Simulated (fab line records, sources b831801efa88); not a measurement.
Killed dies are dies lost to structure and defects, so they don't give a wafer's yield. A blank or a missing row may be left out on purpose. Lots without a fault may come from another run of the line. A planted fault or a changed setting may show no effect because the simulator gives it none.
Which tool did it? | flow gf180mcu | 13 lots, 39 wafers sampled, at 6 steps of a route of 602

WHAT THE GAUGES READ, wafer by wafer
GF_STI_BOW_MEAS_00.
lot  | measured    | on            | INCOMING_BOW (um)
L152 | day 1 10:02 | film_metro-02 | -4 0 1
L153 | day 1 15:04 | film_metro-03 | -5 -4 -14
L154 | day 1 20:01 | film_metro-03 | 3 6 6
L155 | day 2 01:01 | film_metro-01 | 1 2 2
L159 | day 2 21:01 | film_metro-02 | 11 11 10
L160 | day 3 02:02 | film_metro-03 | 7 -7 -7
L161 | day 3 07:01 | film_metro-03 | 2 5 -1
L162 | day 3 12:00 | film_metro-03 | 2 -5 -13
L164 | day 3 22:01 | film_metro-03 | -10 -1 -9
L166 | day 4 08:00 | film_metro-02 | 11 -6 2
L167 | day 4 13:01 | film_metro-02 | 4 -2 2
L168 | day 4 18:00 | film_metro-03 | 2 0 -12
L173 | day 5 19:00 | film_metro-02 | 1 -8 -7

GF_STI_CD_MEAS_12: target cd 220 nm.
lot  | measured    | on        | cd_nm (nm)
L152 | day 2 01:17 | cd_sem-02 | 218.0 219.5 218.6
L153 | day 2 07:42 | cd_sem-02 | 220.5 219.1 221.4
L154 | day 2 14:30 | cd_sem-02 | 219.7 219.8 219.1
L155 | day 2 18:51 | cd_sem-01 | 220.1 220.0 219.2
L159 | day 3 16:56 | cd_sem-01 | 220.1 219.2 219.7
L160 | day 3 20:43 | cd_sem-01 | 218.2 220.2 218.3
L161 | day 3 23:36 | cd_sem-01 | 221.3 221.3 221.1
L162 | day 4 04:41 | cd_sem-02 | 219.8 219.6 219.2
L164 | day 4 14:51 | cd_sem-02 | 219.5 220.0 219.3
L166 | day 5 02:23 | cd_sem-01 | 220.1 220.1 219.9
L167 | day 5 05:47 | cd_sem-02 | 218.0 219.0 218.3
L168 | day 5 11:16 | cd_sem-02 | 219.0 220.0 219.4
L173 | day 6 12:53 | cd_sem-01 | 218.9 219.0 218.7

GF_MVPSD_TW_MEAS_11.
lot  | measured     | on            | MVPSD_TW
L152 | day 5 02:35  | film_metro-02 | 554.0 553.3 552.4
L153 | day 5 05:08  | film_metro-03 | 555.4 558.9 555.6
L154 | day 5 18:22  | film_metro-03 | 557.6 554.2 556.7
L155 | day 6 02:04  | film_metro-02 | 558.6 557.3 559.0
L159 | day 6 21:05  | film_metro-02 | 559.1 557.5 559.3
L160 | day 7 01:21  | film_metro-03 | 557.3 559.9 556.5
L161 | day 7 04:11  | film_metro-02 | 554.8 552.6 557.1
L162 | day 7 12:28  | film_metro-03 | 614.3 612.0 609.6
L164 | day 8 00:25  | film_metro-02 | 556.0 557.8 554.6
L166 | day 8 18:37  | film_metro-03 | 558.1 557.7 556.4
L167 | day 8 23:01  | film_metro-02 | 613.4 608.7 609.2
L168 | day 9 00:56  | film_metro-02 | 555.4 553.5 555.7
L173 | day 10 04:20 | film_metro-03 | 558.6 560.7 562.0

GF_VT_IMPLANT_OVL_MEAS_29.
lot  | measured     | on         | VT_IMPLANT_02_OVL (nm)
L152 | day 6 21:36  | overlay-02 | 1.4 0.0 0.8
L153 | day 7 01:27  | overlay-02 | -0.7 0.9 0.3
L154 | day 7 15:40  | overlay-01 | 1.2 2.4 -0.3
L155 | day 8 00:01  | overlay-02 | -1.1 -0.9 -0.7
L159 | day 8 21:06  | overlay-02 | 1.4 2.0 0.9
L160 | day 9 01:17  | overlay-01 | -0.6 -0.4 0.8
L161 | day 9 05:04  | overlay-01 | 0.1 1.2 -0.4
L162 | day 9 14:50  | overlay-02 | 0.8 1.2 1.5
L164 | day 10 03:28 | overlay-02 | -2.7 -1.3 -2.6
L166 | day 11 00:07 | overlay-02 | -1.0 -2.3 -2.1
L167 | day 11 03:32 | overlay-02 | -2.1 -2.0 -1.9
L168 | day 11 05:29 | overlay-02 | 0.8 0.9 1.9
L173 | day 12 11:52 | overlay-01 | 0.3 1.3 0.7

GF_VT_IMPLANT_RS_MEAS_49: measures by four-point-probe.
lot  | measured     | on            | MVPSD_RS (ohm/sq)
L152 | day 7 14:05  | film_metro-03 | 1167 1165 1168
L153 | day 7 18:09  | film_metro-02 | 1167 1167 1170
L154 | day 8 08:31  | film_metro-02 | 1171 1172 1172
L155 | day 8 16:59  | film_metro-03 | 1165 1165 1165
L159 | day 9 15:02  | film_metro-02 | 1170 1172 1167
L160 | day 9 19:50  | film_metro-02 | 1175 1175 1178
L161 | day 9 22:43  | film_metro-03 | 1167 1168 1169
L162 | day 10 08:48 | film_metro-03 | 1337 1330 1335
L164 | day 10 22:51 | film_metro-03 | 1167 1165 1167
L166 | day 11 20:04 | film_metro-03 | 1169 1172 1169
L167 | day 11 23:22 | film_metro-02 | 1337 1343 1338
L168 | day 12 01:29 | film_metro-02 | 1164 1171 1168
L173 | day 13 08:15 | film_metro-03 | 1163 1163 1162

WHICH TOOL RAN EACH LOT (tool, then ch and the chambers of the sampled wafers, then the start)
lot  | GF_MVPSD_IMPLANT_08
L152 | implanter-03 ch 0, day 5 02:13
L153 | implanter-01 ch 0, day 5 04:47
L154 | implanter-03 ch 0, day 5 17:59
L155 | implanter-04 ch 0, day 6 01:41
L159 | implanter-01 ch 0, day 6 20:41
L160 | implanter-04 ch 0, day 7 00:59
L161 | implanter-04 ch 0, day 7 03:47
L162 | implanter-04 ch 0, day 7 12:04
L164 | implanter-01 ch 0, day 8 00:02
L166 | implanter-03 ch 0, day 8 18:13
L167 | implanter-04 ch 0, day 8 22:38
L168 | implanter-03 ch 0, day 9 00:32
L173 | implanter-01 ch 0, day 10 03:56
- GF_MVPSD_IMPLANT_08

WHAT THE TOOLS THEMSELVES READ (means of the sampled wafers that have a number; where no wafer has one, the mark that the record gives instead)
GF_MVPSD_IMPLANT_08.
lot  | tool         | dose_ions_cm2 | tilt_deg (degrees)
L152 | implanter-03 | 1.4973e+13    | 0.006
L153 | implanter-01 | 1.5005e+13    | -0.010
L154 | implanter-03 | 1.4987e+13    | 0.002
L155 | implanter-04 | 1.5011e+13    | -0.003
L159 | implanter-01 | 1.4991e+13    | 0.019
L160 | implanter-04 | 1.5016e+13    | -0.021
L161 | implanter-04 | 1.4982e+13    | 0.005
L162 | implanter-04 | 1.4998e+13    | 3.750
L164 | implanter-01 | 1.4988e+13    | -0.021
L166 | implanter-03 | 1.5005e+13    | 0.015
L167 | implanter-04 | 1.5009e+13    | 3.714
L168 | implanter-03 | 1.5005e+13    | 0.015
L173 | implanter-01 | 1.5009e+13    | -0.024

THE ANSWER, worked out from the rows above alone
Rule: what is usual is taken from the lots themselves. Put in order of their means at a reading, lots are off if they are a third of the lots or fewer, leave a main group of 4 or more, and stand apart from it by a gap of 3 or more times the standard deviation of the main group's means; of several such gaps the widest counts. A main group whose means are all the same, to the digits that the tables above print for the reading, isn't used. A lot without any number at a reading at which 4 lots or more have one is off too. The other lots that the step has rows for count as sound. The gauges are gone through in route order, then the tools' own readings, and for those a lot's mean is taken as printed above. The first step at which some lot is off is used, and at that step the reading that is off furthest; a lot without a number counts as furthest.
Off: L162, L167, at GF_MVPSD_TW_MEAS_11 (MVPSD_TW). The main group: mean 556.8, standard deviation 1.9.
A tool fits if, at a process step before that reading, it ran every lot that is off, and no sound lot after the first of them. The gauges at GF_MVPSD_TW_MEAS_11 aren't tried: what is off there is off at GF_MVPSD_IMPLANT_08 too, on other tools, and a gauge's error can't cause that. One fits: implanter-04 at GF_MVPSD_IMPLANT_08. Its last sound lot is L161 (day 7 03:47), its first lot that is off L162 (day 7 12:04): a fault that began between those two fits.
The tool's own readings at GF_MVPSD_IMPLANT_08 bear it out: on the lots that are off they differ by more than 5 times the standard deviation of the sound lots' means. tilt_deg reads 3.732 degrees there against -0.002 degrees on the sound lots.

WHAT THE SIMULATOR HAD PUT IN
Process parameter drift: implanter-04, from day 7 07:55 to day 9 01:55, at GF_MVPSD_IMPLANT_08. Setting tilt_deg, moved by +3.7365, from 0. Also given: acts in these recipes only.
Lots struck among those shown: L162, L167. The rule above found the same.
